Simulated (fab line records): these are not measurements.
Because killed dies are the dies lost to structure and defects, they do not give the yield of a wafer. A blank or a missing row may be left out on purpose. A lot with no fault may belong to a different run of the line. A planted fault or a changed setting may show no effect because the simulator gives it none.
fab line records	flow gf180mcu	part 1 of 2: steps 1 to 32 of 41
record lots=5	wafers=15	last-day=32
route steps=602 shown M1@319 V1@335
lots with no fault: from the same line, run without faults
start-h: hours from the record's first day to the start of the lot's first wafer shown	wait-h: hours since the lot's step before	" unchanged from the row above	L1.1+2: a single row standing in for several wafers	- no value, or no start given	* or withheld: withheld	< > ~ a bound
route shown NAME@n: names a module that has steps shown in the file, with the first one's number in the route	usual: the fault-free wafers' mean and standard deviation	same: alike in all rows	chamber/n: place in a boat	sites: each site's reading	_std_site: standard deviation across them	_edge_site: mean of outer sites minus mean of inner sites	radius-mm: for every site, how far away it sits from the centre of the wafer	mask NAME#n: copy n	behind: the most recent tool/chamber to have shaped the wafer	hold: the reason the lot was held/the length of the hold in hours/how it ended	device: the n, p or np transistor that did not switch	end of line: the route-end tests of the same wafers	a step with no rows: only its recipe	killed: dies lost to structure and defects at the first sort, not the wafer's yield	map: shows each die of a wafer: x if killed, . if not, _ if none is there
set.NAME: the setting the step ran with; set.NAME@STEP: the setting that earlier step ran with	model.NAME: the simulator's own value behind a step, which no gauge read
lots at some steps of the route; a table a step, a row a wafer
services: the hour from which a tool's chamber was out of use, counted from the record's first day as start-h (under 0 if before that day), plus the number of hours and why
## steps
# step GF_M1_SPUTTER_04
# recipe material=TiN	target-thk-nm=50	power-w=6500	time-s=41.7	chamber-pressure-pa=0.4
# usual throttle-valve-pct=30.1/0.6
# same time-s=41.7
lot.wafer	tool	chamber	start-h	wait-h	throttle-valve-pct
L076.3	pvd-sputter-01	-	393.80	0.0	30.3
L076.5	"	-	"	"	30.3
L076.6	"	-	"	"	30.3
L077.1	pvd-sputter-03	-	395.81	0.0	29.6
L077.4	"	-	"	"	28.4
L077.6	"	-	"	"	29.9
L083.2	pvd-sputter-04	-	449.14	0.0	31.4
L083.3	"	-	"	"	29.5
L083.5	"	-	"	"	29.7
L089.1	pvd-sputter-04	-	501.49	0.0	31.5
L089.2	"	-	"	"	29.8
L089.5	"	-	"	"	29.9
L090.2	pvd-sputter-01	-	503.78	0.0	30.8
L090.3	"	-	"	"	30.1
L090.4	"	-	"	"	30.4
# step GF_M1_RS_MEAS_05
# recipe thk-meas-gauge=four-point-probe	reads=TiN_of_M1_SPUTTER_04+Ti_of_M1_SPUTTER_03+AlCu_of_M1_SPUTTER_02+TiN_of_M1_SPUTTER_01+Ti_of_M1_SPUTTER_00
# usual M1_ALCU_RS=0.0698/0.00096
lot.wafer	tool	chamber	start-h	wait-h	M1_ALCU_RS[ohm/sq]
L076.3	film-metro-01	-	393.88	0.1	0.0691
L076.5	"	-	"	"	0.0690
L076.6	"	-	"	"	0.0684
L077.1	film-metro-03	-	395.85	0.0	0.0712
L077.4	"	-	"	"	0.0694
L077.6	"	-	"	"	0.0693
L083.2	film-metro-04	-	449.20	0.0	0.0722
L083.3	"	-	"	"	0.0713
L083.5	"	-	"	"	0.0711
L089.1	film-metro-04	-	501.53	0.0	0.0714
L089.2	"	-	"	"	0.0722
L089.5	"	-	"	"	0.0710
L090.2	film-metro-01	-	503.84	0.0	0.0683
L090.3	"	-	"	"	0.0686
L090.4	"	-	"	"	0.0684
# step GF_M1_THK_MEAS_06
# recipe thk-meas-gauge=xrf	reads=AlCu_of_M1_SPUTTER_02
# usual M1_ALCU_THK=454/7.1
lot.wafer	tool	chamber	start-h	wait-h	M1_ALCU_THK[nm]
L076.3	film-metro-01	-	393.98	0.1	457
L076.5	"	-	"	"	459
L076.6	"	-	"	"	462
L077.1	film-metro-03	-	395.97	0.1	449
L077.4	"	-	"	"	456
L077.6	"	-	"	"	461
L083.2	film-metro-04	-	449.31	0.1	437
L083.3	"	-	"	"	443
L083.5	"	-	"	"	445
L089.1	film-metro-04	-	501.65	0.1	444
L089.2	"	-	"	"	436
L089.5	"	-	"	"	445
L090.2	film-metro-01	-	503.95	0.1	468
L090.3	"	-	"	"	465
L090.4	"	-	"	"	464
# step GF_M1_DEHYDRATE_07
# recipe temp-c=200	time-s=60
# same time-s=60
lot.wafer	tool	chamber	start-h	wait-h
L076.3+5+6	litho-track-02	0	405.17	11.2
L077.1+4+6	litho-track-01	0	407.00	11.0
L083.2+3+5	litho-track-03	0	460.71	11.4
L089.1+2+5	litho-track-03	0	512.39	10.7
L090.2+3+4	litho-track-03	0	514.31	10.4
# step GF_M1_HMDS_08
# recipe prime-time-s=60	prime-temp-c=120
lot.wafer	tool	chamber	start-h	wait-h
L076.3+5+6	litho-track-02	0	405.32	0.1
L077.1+4+6	litho-track-01	0	407.15	0.1
L083.2+3+5	litho-track-03	0	460.86	0.1
L089.1+2+5	litho-track-03	0	512.54	0.1
L090.2+3+4	litho-track-03	0	514.46	0.1
# step GF_M1_COAT_09
# recipe resist=KrF	spin-rpm=withheld	resist-thk-nm=1000
# usual dispense-pressure-kPa=49/4
lot.wafer	tool	chamber	start-h	wait-h	dispense-pressure-kPa
L076.3	litho-track-02	0	405.47	0.1	49
L076.5	"	0	"	"	49
L076.6	"	0	"	"	49
L077.1	litho-track-01	0	407.30	0.1	41
L077.4	"	0	"	"	41
L077.6	"	0	"	"	41
L083.2	litho-track-03	0	461.01	0.1	51
L083.3	"	0	"	"	51
L083.5	"	0	"	"	51
L089.1	litho-track-03	0	512.69	0.1	51
L089.2	"	0	"	"	52
L089.5	"	0	"	"	51
L090.2	litho-track-03	0	514.61	0.1	52
L090.3	"	0	"	"	51
L090.4	"	0	"	"	51
# step GF_M1_SOFTBAKE_10
# recipe temp-c=130	time-s=60	resist=KrF
# same time-s=60
lot.wafer	tool	chamber	start-h	wait-h
L076.3+5+6	litho-track-02	0	405.62	0.1
L077.1+4+6	litho-track-01	0	407.45	0.1
L083.2+3+5	litho-track-03	0	461.16	0.1
L089.1+2+5	litho-track-03	0	512.84	0.1
L090.2+3+4	litho-track-03	0	514.76	0.1
# step GF_M1_EXPOSE_11
# recipe mask-id=Metal1	target-cd-nm=230	na=0.68	source-shape=conventional	sigma-outer=0.6	dose-mj=28
lot.wafer	tool	chamber	start-h	wait-h	mask
L076.3+5+6	krf-scanner-02	0	-	-	Metal1#0
L077.1+4+6	krf-scanner-01	0	-	-	Metal1#0
L083.2+3+5	krf-scanner-01	0	-	-	Metal1#0
L089.1+2+5	krf-scanner-01	0	-	-	Metal1#0
L090.2+3+4	krf-scanner-01	0	-	-	Metal1#0
# step GF_M1_PEB_12
# recipe peb-temp-c=135	peb-time-s=90	resist=KrF
lot.wafer	tool	chamber	start-h	wait-h
L076.3+5+6	litho-track-03	0	-	-
L077.1+4+6	litho-track-03	0	-	-
L083.2+3+5	litho-track-02	0	-	-
L089.1+2+5	litho-track-03	0	-	-
L090.2+3+4	litho-track-01	0	-	-
# step GF_M1_DEVELOP_13
# recipe develop-time-s=60	dev-temp-c=21
lot.wafer	tool	chamber	start-h	wait-h
L076.3+5+6	litho-track-03	0	416.89	0.1
L077.1+4+6	litho-track-03	0	419.49	0.2
L083.2+3+5	litho-track-02	0	473.55	0.2
L089.1+2+5	litho-track-03	0	524.29	0.2
L090.2+3+4	litho-track-01	0	526.57	0.2
# step GF_M1_CD_MEAS_14
# recipe target-cd-nm=230
# usual cd-nm=229.9/1.3
lot.wafer	tool	chamber	start-h	wait-h	cd-nm
L076.3	cd-sem-02	-	417.03	0.1	230.5
L076.5	"	-	"	"	230.4
L076.6	"	-	"	"	229.4
L077.1	cd-sem-02	-	419.64	0.1	228.4
L077.4	"	-	"	"	229.2
L077.6	"	-	"	"	228.5
L083.2	cd-sem-02	-	473.69	0.1	228.1
L083.3	"	-	"	"	228.0
L083.5	"	-	"	"	228.9
L089.1	cd-sem-02	-	524.44	0.1	230.7
L089.2	"	-	"	"	229.5
L089.5	"	-	"	"	230.0
L090.2	cd-sem-01	-	526.72	0.1	227.9
L090.3	"	-	"	"	229.4
L090.4	"	-	"	"	228.5
# step GF_M1_OVL_MEAS_15
# usual M1_OVL=-4/5.2
lot.wafer	tool	chamber	start-h	wait-h	M1_OVL[nm]
L076.3	overlay-01	-	417.12	0.1	-1
L076.5	"	-	"	"	-3
L076.6	"	-	"	"	4
L077.1	overlay-02	-	419.76	0.1	-4
L077.4	"	-	"	"	1
L077.6	"	-	"	"	4
L083.2	overlay-01	-	473.80	0.1	-14
L083.3	"	-	"	"	-10
L083.5	"	-	"	"	-14
L089.1	overlay-02	-	524.57	0.1	-6
L089.2	"	-	"	"	-3
L089.5	"	-	"	"	-1
L090.2	overlay-02	-	526.83	0.1	-16
L090.3	"	-	"	"	-6
L090.4	"	-	"	"	-18
# step GF_M1_METAL_ETCH_16
# recipe chemistry=Cl2/BCl3	mask-material=KrF	target-depth-nm=627.5	stop-on=SiO2	pressure-mtorr=8	icp-w=800	bias-w=140	Cl2_flow_sccm=80	bcl3-flow-sccm=40	time-s=104.6
# usual drypump-motor-current-A=5.8/0.48	oes-product-au=0.970/0.0074	rf-fwd-power-W=795.1/2.5	throttle-valve-pct=28.252/0.0099
# same time-s=104.6
lot.wafer	tool	chamber	start-h	wait-h	drypump-motor-current-A	oes-product-au	rf-fwd-power-W	rf-hours-counter-h	throttle-valve-pct
L076.3	rie-metal-01	1	417.18	0.1	6.5	0.972	795.7	-	28.246
L076.5	"	0	"	"	5.2	0.979	796.6	-	28.240
L076.6	"	1	"	"	6.5	0.972	796.4	-	28.253
L077.1	rie-metal-03	0	419.80	0.0	5.4	0.956	796.8	5	28.265
L077.4	"	1	"	"	5.9	0.966	794.1	-	28.260
L077.6	"	0	"	"	5.5	0.971	797.7	-	28.247
L083.2	rie-metal-03	1	473.83	0.0	5.9	0.958	798.7	10	28.263
L083.3	"	1	"	"	5.9	0.956	795.9	-	28.271
L083.5	"	1	"	"	5.9	0.963	794.0	-	28.267
L089.1	rie-metal-01	0	524.60	0.0	5.1	0.962	793.1	11	28.258
L089.2	"	1	"	"	6.5	0.957	791.2	2	28.257
L089.5	"	0	"	"	5.1	0.961	797.3	-	28.248
L090.2	rie-metal-03	1	526.86	0.0	5.9	0.970	795.7	0	28.245
L090.3	"	0	"	"	5.5	0.969	793.6	-	28.231
L090.4	"	1	"	"	5.9	0.976	795.4	-	28.249
# step GF_M1_STRIP_17
# recipe chemistry=O2/N2	power-w=1400	pressure-mtorr=1500	platen-temp-c=250	o2-flow-sccm=3000	n2-flow-sccm=300	overash-fraction=0.5
# usual drypump-motor-current-A=6.1/0.48	heater-power-w=339/31	oes-product-au=0.557/0.0051	strip-time-to-endpoint-s=7.85/0.04
lot.wafer	tool	chamber	start-h	wait-h	drypump-motor-current-A	heater-power-w	oes-product-au	rf-hours-counter-h	strip-time-to-endpoint-s
L076.3	plasma-asher-03	0	417.29	0.1	6.8	358	0.553	-	7.83
L076.5	"	0	"	"	6.8	364	0.559	-	7.81
L076.6	"	1	"	"	5.9	359	0.555	-	7.88
L077.1	plasma-asher-01	0	419.91	0.1	6.0	291	0.554	82	7.85
L077.4	"	0	"	"	6.0	293	0.552	-	7.94
L077.6	"	1	"	"	5.6	380	0.560	-	7.81
L083.2	plasma-asher-01	0	473.94	0.1	6.0	281	0.569	3	7.90
L083.3	"	1	"	"	5.6	365	0.557	-	7.85
L083.5	"	1	"	"	5.6	352	0.560	-	7.92
L089.1	plasma-asher-03	0	524.71	0.1	6.8	355	0.555	74	7.84
L089.2	"	1	"	"	6.0	367	0.553	74	7.82
L089.5	"	0	"	"	6.8	351	0.562	-	7.76
L090.2	plasma-asher-02	1	526.97	0.1	6.6	308	0.557	87	7.85
L090.3	"	0	"	"	5.3	344	0.552	-	7.83
L090.4	"	1	"	"	6.6	305	0.554	-	7.90
# step GF_M1_STRIP_18
# recipe chemistry=post-etch-residue-remover	time-s=1200	temp-c=72.5
# same time-s=1200
lot.wafer	tool	chamber	start-h	wait-h
L076.3+5+6	wet-bench-02	1	417.36	0.0
L077.1+4+6	wet-bench-04	1	420.01	0.1
L083.2+3+5	wet-bench-01	3	474.04	0.1
L089.1+2+5	wet-bench-04	2	524.81	0.1
L090.2+3+4	wet-bench-02	1	527.07	0.1
# step GF_M1_CLEAN_19
# recipe chemistry=DIW	dry=n2-spin
lot.wafer	tool	chamber	start-h	wait-h
L076.3+5+6	wet-bench-01	1	417.70	0.0
L077.1+4+6	wet-bench-02	1	420.35	0.0
L083.2+3+5	wet-bench-04	1	474.38	0.0
L089.1+2+5	wet-bench-02	2	525.16	0.0
L090.2+3+4	wet-bench-04	1	527.42	0.0
# step GF_V1_CVD_00
# recipe material=SiO2	target-thk-nm=600	sigma-open-frac=0.3	temp-c=400	time-s=100	sih4-flow-sccm=60	pressure-mtorr=6
# same time-s=100
lot.wafer	tool	chamber	start-h	wait-h
L076.3+5+6	hdpcvd-01	2,1,2	417.79	0.0
L077.1+4+6	hdpcvd-02	1,1,0	420.44	0.0
L083.2+3+5	hdpcvd-02	0,2,0	474.48	0.0
L089.1+2+5	hdpcvd-01	1,2,1	525.25	0.0
L090.2+3+4	hdpcvd-02	2,0,1	527.52	0.0
# step GF_V1_THK_MEAS_01
# recipe reads=SiO2_of_V1_CVD_00
# usual V1_CVD_00_THK=602/6.7
lot.wafer	tool	chamber	start-h	wait-h	V1_CVD_00_THK[nm]
L076.3	film-metro-02	-	417.88	0.1	605
L076.5	"	-	"	"	601
L076.6	"	-	"	"	608
L077.1	film-metro-04	-	420.51	0.0	610
L077.4	"	-	"	"	609
L077.6	"	-	"	"	597
L083.2	film-metro-02	-	474.56	0.0	598
L083.3	"	-	"	"	603
L083.5	"	-	"	"	597
L089.1	film-metro-03	-	525.32	0.0	598
L089.2	"	-	"	"	615
L089.5	"	-	"	"	602
L090.2	film-metro-04	-	527.60	0.0	599
L090.3	"	-	"	"	592
L090.4	"	-	"	"	608
# step GF_V1_CVD_02
# recipe material=SiO2	target-thk-nm=850	precursor=TEOS	temp-c=400	time-s=94.851	rf-w=600
# usual heater-power-w=692/130	rf-fwd-power-W=596.4/2
# same time-s=94.851
lot.wafer	tool	chamber	start-h	wait-h	heater-power-w	rf-fwd-power-W
L076.3	pecvd-01	2	417.92	0.0	748	596.4
L076.5	"	2	"	"	802	597.7
L076.6	"	0	"	"	568	595.2
L077.1	pecvd-04	0	420.57	0.1	589	598.5
L077.4	"	1	"	"	754	598.0
L077.6	"	2	"	"	565	594.2
L083.2	pecvd-04	1	474.61	0.0	714	598.4
L083.3	"	2	"	"	698	593.0
L083.5	"	1	"	"	743	595.8
L089.1	pecvd-03	1	525.38	0.1	671	594.9
L089.2	"	2	"	"	993	596.3
L089.5	"	0	"	"	623	595.0
L090.2	pecvd-03	0	527.65	0.0	592	595.6
L090.3	"	2	"	"	820	596.3
L090.4	"	1	"	"	678	598.7
# step GF_V1_THK_MEAS_03
# recipe reads=SiO2_of_V1_CVD_02
# usual V1_CVD_02_THK=851/12
lot.wafer	tool	chamber	start-h	wait-h	V1_CVD_02_THK[nm]
L076.3	film-metro-02	-	418.01	0.1	872
L076.5	"	-	"	"	876
L076.6	"	-	"	"	871
L077.1	film-metro-02	-	420.64	0.0	836
L077.4	"	-	"	"	857
L077.6	"	-	"	"	867
L083.2	film-metro-04	-	474.69	0.0	838
L083.3	"	-	"	"	849
L083.5	"	-	"	"	855
L089.1	film-metro-04	-	525.45	0.0	836
L089.2	"	-	"	"	832
L089.5	"	-	"	"	854
L090.2	film-metro-03	-	527.73	0.0	861
L090.3	"	-	"	"	850
L090.4	"	-	"	"	862
# step GF_V1_CMP_04
# recipe material=SiO2	down-force-psi=4	platen-rpm=60	pad-velocity-m-s=0.94248
# usual motor-current-A=11.8/0.93	slurry-filter-dp-kPa=13.49/0.14	time-to-endpoint-s=81/6.1
lot.wafer	tool	chamber	start-h	wait-h	motor-current-A	slurry-filter-dp-kPa	time-to-endpoint-s
L076.3	cmp-01	1	418.20	0.2	11.7	13.38	84
L076.5	"	2	"	"	11.8	13.14	90
L076.6	"	3	"	"	12.1	13.54	84
L077.4	cmp-01	3	420.80	0.1	12.1	13.55	76
L077.1	"	0	"	"	11.4	13.99	74
L077.6	"	2	"	"	11.3	13.36	89
L083.3	cmp-02	1	474.74	0.0	11.2	13.44	81
L083.2	"	0	"	"	10.7	13.58	70
L083.5	"	1	"	"	11.8	13.21	83
L089.2	cmp-01	1	525.51	0.0	11.0	13.45	70
L089.1	"	3	"	"	12.1	13.46	70
L089.5	"	1	"	"	11.8	13.45	81
L090.3	cmp-02	3	527.78	0.0	11.3	13.41	83
L090.2	"	1	"	"	11.3	13.34	85
L090.4	"	2	"	"	13.3	13.43	90
# step GF_V1_BOW_MEAS_05
# recipe mode=bow
# usual V1_BOW=82/7.6
lot.wafer	tool	chamber	start-h	wait-h	V1_BOW[um]
L076.3	film-metro-03	-	418.39	0.1	85
L076.5	"	-	"	"	89
L076.6	"	-	"	"	82
L077.1	film-metro-04	-	421.00	0.1	85
L077.4	"	-	"	"	89
L077.6	"	-	"	"	85
L083.2	film-metro-04	-	475.06	0.1	94
L083.3	"	-	"	"	86
L083.5	"	-	"	"	89
L089.1	film-metro-04	-	525.81	0.1	83
L089.2	"	-	"	"	83
L089.5	"	-	"	"	79
L090.2	film-metro-03	-	528.10	0.2	78
L090.3	"	-	"	"	78
L090.4	"	-	"	"	72
# step GF_V1_DEHYDRATE_06
# recipe temp-c=200	time-s=60
# same time-s=60
lot.wafer	tool	chamber	start-h	wait-h
L076.3+5+6	litho-track-01	0	429.80	11.4
L077.1+4+6	litho-track-03	0	432.84	11.8
L083.2+3+5	litho-track-01	0	486.27	11.2
L089.1+2+5	litho-track-03	0	535.99	10.2
L090.2+3+4	litho-track-03	0	538.66	10.5
# step GF_V1_HMDS_07
# recipe prime-time-s=60	prime-temp-c=120
lot.wafer	tool	chamber	start-h	wait-h
L076.3+5+6	litho-track-01	0	429.95	0.1
L077.1+4+6	litho-track-03	0	432.99	0.1
L083.2+3+5	litho-track-01	0	486.42	0.1
L089.1+2+5	litho-track-03	0	536.14	0.1
L090.2+3+4	litho-track-03	0	538.81	0.1
# step GF_V1_COAT_08
# recipe resist=BARC	temp-c=withheld	time-s=withheld	spin-rpm=withheld	resist-thk-nm=withheld
# usual dispense-pressure-kPa=47/4.8
lot.wafer	tool	chamber	start-h	wait-h	dispense-pressure-kPa
L076.3	litho-track-01	0	430.10	0.1	41
L076.5	"	0	"	"	41
L076.6	"	0	"	"	41
L077.1	litho-track-03	0	433.14	0.1	52
L077.4	"	0	"	"	52
L077.6	"	0	"	"	52
L083.2	litho-track-01	0	486.57	0.1	41
L083.3	"	0	"	"	41
L083.5	"	0	"	"	41
L089.1	litho-track-03	0	536.29	0.1	52
L089.2	"	0	"	"	52
L089.5	"	0	"	"	52
L090.2	litho-track-03	0	538.96	0.1	52
L090.3	"	0	"	"	52
L090.4	"	0	"	"	52
# step GF_V1_COAT_09
# recipe resist=KrF	spin-rpm=withheld	resist-thk-nm=1000
# usual dispense-pressure-kPa=47/4.8
lot.wafer	tool	chamber	start-h	wait-h	dispense-pressure-kPa
L076.3	litho-track-01	0	-	-	41
L076.5	"	0	"	"	41
L076.6	"	0	"	"	41
L077.1	litho-track-03	0	-	-	51
L077.4	"	0	"	"	52
L077.6	"	0	"	"	52
L083.2	litho-track-01	0	-	-	41
L083.3	"	0	"	"	41
L083.5	"	0	"	"	41
L089.1	litho-track-03	0	-	-	51
L089.2	"	0	"	"	51
L089.5	"	0	"	"	52
L090.2	litho-track-03	0	-	-	51
L090.3	"	0	"	"	51
L090.4	"	0	"	"	51
# step GF_V1_SOFTBAKE_10
# recipe temp-c=130	time-s=60	resist=KrF
# same time-s=60
lot.wafer	tool	chamber	start-h	wait-h
L076.3+5+6	litho-track-01	0	-	-
L077.1+4+6	litho-track-03	0	-	-
L083.2+3+5	litho-track-01	0	-	-
L089.1+2+5	litho-track-03	0	-	-
L090.2+3+4	litho-track-03	0	-	-
# step GF_V1_EXPOSE_11
# recipe mask-id=Via1	target-cd-nm=260	na=0.68	source-shape=conventional	sigma-outer=0.6	dose-mj=38
lot.wafer	tool	chamber	start-h	wait-h	mask
L076.3+5+6	krf-scanner-01	0	-	-	Via1#0
L077.1+4+6	krf-scanner-01	0	-	-	Via1#0
L083.2+3+5	krf-scanner-02	0	-	-	Via1#0
L089.1+2+5	krf-scanner-02	0	-	-	Via1#0
L090.2+3+4	krf-scanner-02	0	-	-	Via1#0
# step GF_V1_PEB_12
# recipe peb-temp-c=135	peb-time-s=90	resist=KrF
lot.wafer	tool	chamber	start-h	wait-h
L076.3+5+6	litho-track-03	0	-	-
L077.1+4+6	litho-track-01	0	-	-
L083.2+3+5	litho-track-01	0	-	-
L089.1+2+5	litho-track-03	0	-	-
L090.2+3+4	litho-track-03	0	-	-
# step GF_V1_DEVELOP_13
# recipe develop-time-s=60	resist=KrF	dev-temp-c=21
lot.wafer	tool	chamber	start-h	wait-h
L076.3+5+6	litho-track-03	0	442.49	0.1
L077.1+4+6	litho-track-01	0	445.90	0.2
L083.2+3+5	litho-track-01	0	498.82	0.2
L089.1+2+5	litho-track-03	0	547.54	0.2
L090.2+3+4	litho-track-03	0	550.46	0.2
# step GF_V1_CD_MEAS_14
# recipe target-cd-nm=260
# usual cd-nm=260.1/1
lot.wafer	tool	chamber	start-h	wait-h	cd-nm
L076.3	cd-sem-02	-	442.63	0.1	260.7
L076.5	"	-	"	"	259.6
L076.6	"	-	"	"	259.6
L077.1	cd-sem-01	-	446.05	0.1	260.4
L077.4	"	-	"	"	259.6
L077.6	"	-	"	"	259.2
L083.2	cd-sem-01	-	498.97	0.1	260.5
L083.3	"	-	"	"	260.2
L083.5	"	-	"	"	260.3
L089.1	cd-sem-01	-	547.69	0.1	259.7
L089.2	"	-	"	"	259.3
L089.5	"	-	"	"	261.0
L090.2	cd-sem-01	-	550.61	0.1	262.1
L090.3	"	-	"	"	261.7
L090.4	"	-	"	"	260.6
# step GF_V1_OVL_MEAS_15
# usual V1_OVL=-2/5.4
lot.wafer	tool	chamber	start-h	wait-h	V1_OVL[nm]
L076.3	overlay-01	-	442.72	0.1	-12
L076.5	"	-	"	"	-10
L076.6	"	-	"	"	3
L077.1	overlay-02	-	446.17	0.1	-5
L077.4	"	-	"	"	-11
L077.6	"	-	"	"	-10
L083.2	overlay-02	-	499.07	0.1	9
L083.3	"	-	"	"	7
L083.5	"	-	"	"	5
L089.1	overlay-02	-	547.81	0.1	-2
L089.2	"	-	"	"	3
L089.5	"	-	"	"	1
L090.2	overlay-02	-	550.73	0.1	4
L090.3	"	-	"	"	-2
L090.4	"	-	"	"	1
